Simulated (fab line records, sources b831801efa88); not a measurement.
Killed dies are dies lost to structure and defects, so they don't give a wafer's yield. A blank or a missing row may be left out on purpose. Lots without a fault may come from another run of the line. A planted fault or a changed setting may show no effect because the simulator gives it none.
fab line records | flow gf180mcu
record lots=5 wafers=15 last_day=34
route steps=602 shown TOP_METAL@586 PASSIVATION@587
lots that met no fault: from a run of the same line without faults
start_h: hours from the record's first day to the start of the lot's first wafer shown | wait_h: hours since the lot's step before | " the same as in the row above | L1.1+2: a row that stands for several wafers | - no value, or no start given | * or withheld: withheld | < > ~ a bound
route shown NAME@n: a module of which the file shows steps, and the number in the route of the first | usual: mean/standard deviation of fault-free wafers | same: alike in all rows | chamber/n: place in a boat | sites: the reading at each site | _std_site: their standard deviation | _edge_site: outer sites' mean less inner sites' | radius_mm: how far each site lies from the wafer's centre | mask NAME#n: copy n | behind: the tool/chamber that last shaped the wafer | hold: why the lot was held/for how many hours/how that ended | device: the transistor (n, p or np) that didn't switch | end of line: the same wafers' tests at the end of the route | a step without rows: its recipe alone | killed: dies lost to structure and defects at the first sort, not the wafer's yield | map: a wafer's dies, x killed, . not, _ none there
set.NAME: the setting as run; set.NAME@STEP: as run at that earlier step | model.NAME: the simulator's own value behind a step, which no gauge read
lots at some steps of the route; a table a step, a row a wafer
services: from which hour (start_h, from the record's first day; less than 0 if before it) a tool's chamber was out of use, for how many hours, and why
## steps
# step GF_TOP_METAL_CLEAN_19
# recipe chemistry=DIW dry=n2_spin
# step GF_PASSIVATION_CVD_00
# recipe material=SiO2 target_thk_nm=1000 precursor=TEOS temp_c=400 time_s=111.95 rf_w=600
# usual heater_power_w=629/130
# columns lot.wafer tool chamber start_h wait_h heater_power_w
L382.1 pecvd-04 0 683.90 0.0 830
L382.5 " 1 " " 626
L382.6 " 0 " " 863
L390.3 pecvd-04 0 736.92 0.0 857
L390.5 " 1 " " 639
L390.6 " 2 " " 765
L396.1 pecvd-02 1 775.80 0.0 554
L396.2 " 2 " " 746
L396.4 " 1 " " 427
L398.2 pecvd-01 1 785.29 0.0 614
L398.4 " 1 " " 511
L398.5 " 2 " " 667
L400.4 pecvd-04 0 790.13 0.0 874
L400.5 " 1 " " 702
L400.6 " 2 " " 757
# step GF_PASSIVATION_THK_MEAS_01
# recipe reads=SiO2_of_PASSIVATION_CVD_00
# usual PASSIVATION_CVD_00_THK=998/13
# columns lot.wafer tool chamber start_h wait_h PASSIVATION_CVD_00_THK[nm]
L382.1 film_metro-03 - 683.98 0.0 997
L382.5 " - " " 1013
L382.6 " - " " 1019
L390.3 film_metro-01 - 737.12 0.2 1008
L390.5 " - " " 1019
L390.6 " - " " 1016
L396.1 film_metro-03 - 775.88 0.0 991
L396.2 " - " " 991
L396.4 " - " " 998
L398.2 film_metro-01 - 785.38 0.0 1003
L398.4 " - " " 1018
L398.5 " - " " 1004
L400.4 film_metro-02 - 790.20 0.0 1007
L400.5 " - " " 1003
L400.6 " - " " 1003
# step GF_PASSIVATION_CVD_02
# recipe material=Si3N4 target_thk_nm=700 time_s=486.18 temp_c=400 rf_w=450
# usual heater_power_w=718/120
# columns lot.wafer tool chamber start_h wait_h heater_power_w
L382.1 pecvd-01 1 684.04 0.1 591
L382.5 " 1 " " 664
L382.6 " 0 " " 446
L390.3 pecvd-01 2 737.16 0.0 688
L390.5 " 0 " " 493
L390.6 " 2 " " 719
L396.1 pecvd-04 0 775.94 0.1 834
L396.2 " 2 " " 801
L396.4 " 1 " " 828
L398.2 pecvd-04 0 785.43 0.0 896
L398.4 " 1 " " 815
L398.5 " 2 " " 757
L400.4 pecvd-02 1 790.37 0.2 604
L400.5 " 2 " " 796
L400.6 " 0 " " 747
# step GF_PASSIVATION_THK_MEAS_03
# recipe reads=Si3N4_of_PASSIVATION_CVD_02
# usual PASSIVATION_CVD_02_THK=702/9.5
# columns lot.wafer tool chamber start_h wait_h PASSIVATION_CVD_02_THK[nm]
L382.1 film_metro-03 - 684.47 0.3 693
L382.5 " - " " 706
L382.6 " - " " 713
L390.3 film_metro-03 - 737.46 0.2 700
L390.5 " - " " 721
L390.6 " - " " 712
L396.1 film_metro-01 - 776.23 0.1 690
L396.2 " - " " 695
L396.4 " - " " 695
L398.2 film_metro-03 - 785.73 0.2 691
L398.4 " - " " 697
L398.5 " - " " 703
L400.4 film_metro-03 - 790.54 0.0 702
L400.5 " - " " 700
L400.6 " - " " 694
# step GF_PASSIVATION_DEHYDRATE_04
# recipe temp_c=200 time_s=60
# step GF_PASSIVATION_HMDS_05
# recipe prime_time_s=60 prime_temp_c=120
# step GF_PASSIVATION_COAT_06
# recipe spin_rpm=2000 resist_thk_nm=4000
# step GF_PASSIVATION_SOFTBAKE_07
# recipe temp_c=110 time_s=withheld
# step GF_PASSIVATION_EXPOSE_08
# recipe mask_id=Pad target_cd_nm=40000 na=0.57 dose_mj=310
# step GF_PASSIVATION_PEB_09
# recipe temp_c=115 time_s=withheld
# step GF_PASSIVATION_DEVELOP_10
# recipe develop_time_s=60 dev_temp_c=23
# step GF_PASSIVATION_ETCH_11
# recipe chemistry=CF4/O2 target_depth_nm=2040 stop_on=TiN source_w=800 bias_w=150 pressure_mtorr=150 cf4_flow_sccm=80 O2_flow_sccm=10 time_s=453.3
# usual bias_w=150.0/0.46 drypump_motor_current_A=5.6/0.54 oes_product_au=0.988/0.006 rf_fwd_power_W=798.6/2.5 throttle_valve_pct=5.967/0.0088
# columns lot.wafer tool chamber start_h wait_h bias_w drypump_motor_current_A oes_product_au rf_fwd_power_W rf_hours_counter_h throttle_valve_pct model.coat_of_PASSIVATION_COAT_06.thk_nm
L382.1 rie_diel-04 1 703.09 - 148.9 5.4 0.990 792.6 15 5.965 2670
L382.5 " 0 " " 148.9 5.2 0.996 799.7 - 5.980 2628
L382.6 " 1 " " 149.3 5.5 0.990 795.2 - 5.966 2662
L390.3 rie_diel-04 3 753.95 - 150.1 5.8 0.896 670.9 0 5.932 2863
L390.5 " 1 " " 149.1 5.5 0.983 798.1 - 5.964 2671
L390.6 " 0 " " 150.5 5.2 0.988 801.2 - 5.980 2640
L396.1 rie_diel-02 1 791.55 - 150.7 5.0 0.995 796.4 5 5.970 2635
L396.2 " 2 " " 149.6 6.8 0.992 796.4 20 5.967 2618
L396.4 " 0 " " 150.7 5.4 0.993 799.5 29 5.958 2634
L398.2 rie_diel-02 0 800.59 - 149.2 5.4 0.985 802.9 29 5.970 2643
L398.4 " 1 " " 149.3 5.0 0.995 799.8 6 5.959 2631
L398.5 " 2 " " 150.2 6.9 1.001 803.6 - 5.952 2617
L400.4 rie_diel-03 2 805.74 - 150.4 6.6 0.987 799.7 15 5.964 2640
L400.5 " 0 " " 150.1 5.7 0.993 796.6 - 5.969 2612
L400.6 " 1 " " 150.8 5.1 0.992 798.4 - 5.974 2608
# step GF_PASSIVATION_STRIP_12
# recipe chemistry=O2/N2 power_w=1400 pressure_mtorr=1500 platen_temp_c=250 o2_flow_sccm=3000 n2_flow_sccm=300 overash_fraction=0.5
# usual drypump_motor_current_A=5.6/0.49 heater_power_w=344/51 oes_product_au=0.718/0.0045 strip_time_to_endpoint_s=33.00/0.23
# columns lot.wafer tool chamber start_h wait_h drypump_motor_current_A heater_power_w oes_product_au rf_hours_counter_h strip_time_to_endpoint_s
L382.1 plasma_asher-02 1 703.36 0.1 5.5 331 0.714 62 33.27
L382.5 " 1 " " 5.5 326 0.713 - 32.79
L382.6 " 0 " " 5.6 394 0.718 - 33.18
L390.3 plasma_asher-02 1 754.26 0.2 5.5 323 0.716 - 35.48
L390.5 " 1 " " 5.5 327 0.721 - 33.29
L390.6 " 0 " " 5.5 388 0.713 - 32.97
L396.1 plasma_asher-04 1 791.82 0.1 4.9 330 0.719 5 32.91
L396.2 " 0 " " 6.5 312 0.729 5 32.68
L396.4 " 1 " " 4.9 323 0.716 - 32.87
L398.2 plasma_asher-04 1 800.86 0.1 4.9 327 0.721 6 33.00
L398.4 " 0 " " 6.5 312 0.719 - 32.82
L398.5 " 0 " " 6.5 308 0.716 - 32.69
L400.4 plasma_asher-01 0 806.04 0.2 5.7 453 0.724 - 32.97
L400.5 " 0 " " 5.7 428 0.718 - 32.64
L400.6 " 1 " " 5.7 281 0.716 - 32.57
# step GF_PASSIVATION_ANNEAL_13
# recipe temp_c=400 time_s=1800 ambient=N2/H2 idle_temp_c=300 ramp_up_c_per_min=10 ramp_down_c_per_min=3
## services
# columns tool chamber start_h hours kind
rie_diel-04 0 666.67 3.7 repair
pecvd-01 2 673.82 22.3 repair
pecvd-04 - 677.33 1.6 repair
pecvd-02 - 691.23 1.2 repair
plasma_asher-01 - 703.96 6.8 repair
rie_diel-02 1 712.21 2.4 repair
rie_diel-04 3 723.02 - clean
rie_diel-04 3 723.02 15.4 scheduled_down
rie_diel-04 3 723.02 15.4 vent_cycle
rie_diel-03 2 730.73 1.8 repair
plasma_asher-04 - 733.75 9.0 pm
pecvd-01 - 738.49 0.6 repair
rie_diel-02 2 748.23 2.6 repair
pecvd-02 - 751.96 6.0 pm
pecvd-01 - 753.91 0.8 repair
pecvd-04 - 755.38 2.8 pm
rie_diel-03 2 762.79 16.2 repair
rie_diel-04 0 767.07 2.6 repair
rie_diel-02 1 782.34 5.2 repair
plasma_asher-01 - 783.15 5.5 repair
rie_diel-04 - 786.74 0.4 repair
pecvd-01 - 799.44 14.0 pm
pecvd-01 0 799.44 14.0 vent_cycle
pecvd-01 2 799.44 14.0 vent_cycle
## key
first_sign step=GF_PASSIVATION_ETCH_11 reading=rf_fwd_power_W direction=down sigmas=52 usual=798.6 struck=670.9
effect step=GF_PASSIVATION_ETCH_11 reading=oes_product_au direction=down sigmas=15 usual=0.988 struck=0.896
effect step=GF_PASSIVATION_STRIP_12 reading=strip_time_to_endpoint_s direction=up sigmas=11 usual=* struck=*
model_effect step=GF_PASSIVATION_ETCH_11 value=coat_of_PASSIVATION_COAT_06.thk_nm without=2676 struck=2863
met_at GF_PASSIVATION_ETCH_11
struck_wafers L390.3
later_rows_left_out L390.3
sort_left_out L390.3
fault kind=process_parameter_drift tool=rie_diel-04 chamber=3 onset_h=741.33 steps=GF_PASSIVATION_ETCH_11 channel=source_w offset=-128 shape=step end_h=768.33 acts_in=these_recipes_only stated=800
# sort_left_out: the simulated sort isn't trusted on such a fault, so these wafers' sort isn't shown, and their yield isn't known
# later_rows_left_out: the simulator's readings of these wafers behind a module that went badly wrong aren't trusted and aren't shown, but for the sort
